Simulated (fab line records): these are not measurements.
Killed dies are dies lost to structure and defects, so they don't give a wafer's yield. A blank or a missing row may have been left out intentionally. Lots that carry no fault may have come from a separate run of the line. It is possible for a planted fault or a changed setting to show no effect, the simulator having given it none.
A struck lot beside a sound one -- flow gf180mcu -- 16 steps out of a route of 602
Sound: these wafers, L622.2, L622.4, L622.5. Wafers struck: L620.2, L620.5, L620.6. The cause comes at the end.
For every step that has rows: the tool of each side, followed by ch and its chambers, followed by its first start. Under that, the readings that differ: sound wafers -- struck wafers -- difference of the means -- sigmas: that difference in standard deviations of wafers without a fault.
alike: a reading whose means differ by less than 2 such deviations, as well as words and numbers matching on both sides. not compared: withheld readings; readings where some wafer has no value; bounds like >300 that might hide an equal value; numbers whose values overlap and for which the record gives no deviation.
A row with sigmas, a row that says differs or no value, or rows on one side alone: a step with any of these is where the two part. When numbers do not overlap yet have no deviation, they are printed without sigmas and do not part them. Lack of a reading on every wafer of one side parts them only where that side has two or more wafers.

GF_VT_IMPLANT_OVL_MEAS_18:
  sound on overlay-01, day 12 03:16; struck on overlay-01, day 11 19:01
  alike: VT_IMPLANT_01_OVL
following that, these wafers have no rows for 1 step: GF_VT_IMPLANT_IMPLANT_19.
GF_VT_IMPLANT_STRIP_20: strips in O2/N2.
  sound on plasma_asher-01 ch 0,1, day 12 03:27; struck on plasma_asher-02 ch 0,1, day 11 19:11
  alike: drypump_motor_current_A, heater_power_w, o2_flow_sccm, oes_product_au, strip_time_to_endpoint_s
  not compared: rf_hours_counter_h
GF_VT_IMPLANT_TW_MEAS_21:
  sound on film_metro-01, day 12 03:34; struck on film_metro-02, day 11 19:18
  alike: VT_IMPLANT_2_TW
then, 7 steps without rows for these wafers: GF_VT_IMPLANT_DEHYDRATE_22 (time 60 s); GF_VT_IMPLANT_HMDS_23 (prime time 60 s); GF_VT_IMPLANT_COAT_24 (resist thk 1000 nm); GF_VT_IMPLANT_SOFTBAKE_25 (time 60 s); GF_VT_IMPLANT_EXPOSE_26 (exposes mask LVPWELL HV AREA, target cd 860 nm); GF_VT_IMPLANT_PEB_27; GF_VT_IMPLANT_DEVELOP_28 (develop time 60 s).
GF_VT_IMPLANT_OVL_MEAS_29:
  sound on overlay-01, day 12 23:04; struck on overlay-02, day 12 14:43
  alike: VT_IMPLANT_02_OVL
GF_VT_IMPLANT_IMPLANT_30:
  sound on implanter-02 ch 0, day 12 23:07; struck on implanter-01, day 12 14:46
  no value came back on the struck wafers for beam_energy_keV, beam_on_s (s); on the sound wafers beam_energy_keV reads 24.997 24.996 24.992
GF_VT_IMPLANT_STRIP_31: strips in O2/N2.
  sound on plasma_asher-01 ch 0, day 12 23:14; struck on plasma_asher-02 ch 0,1, day 12 14:53
reading,sound,struck,difference,sigmas
drypump_motor_current_A (A),4.8 4.8 4.8,6.1 5.5 6.1,+1.1,+3
  alike: heater_power_w, o2_flow_sccm, oes_product_au, strip_time_to_endpoint_s
  not compared: rf_hours_counter_h
GF_VT_IMPLANT_TW_MEAS_32:
  sound on film_metro-03, day 12 23:21; struck on film_metro-02, day 12 15:00
reading,sound,struck,difference,sigmas
VT_IMPLANT_3_TW,267.6 268.6 268.8,30.2 30.1 30.3,-238.1,-99 or more
then, 1 step without rows for these wafers: GF_VT_IMPLANT_DEHYDRATE_33 (time 60 s).

== WHERE THEY PART ==
First at GF_VT_IMPLANT_IMPLANT_30; last, within this record, at GF_VT_IMPLANT_TW_MEAS_32.

WHY: the cause the simulator had injected
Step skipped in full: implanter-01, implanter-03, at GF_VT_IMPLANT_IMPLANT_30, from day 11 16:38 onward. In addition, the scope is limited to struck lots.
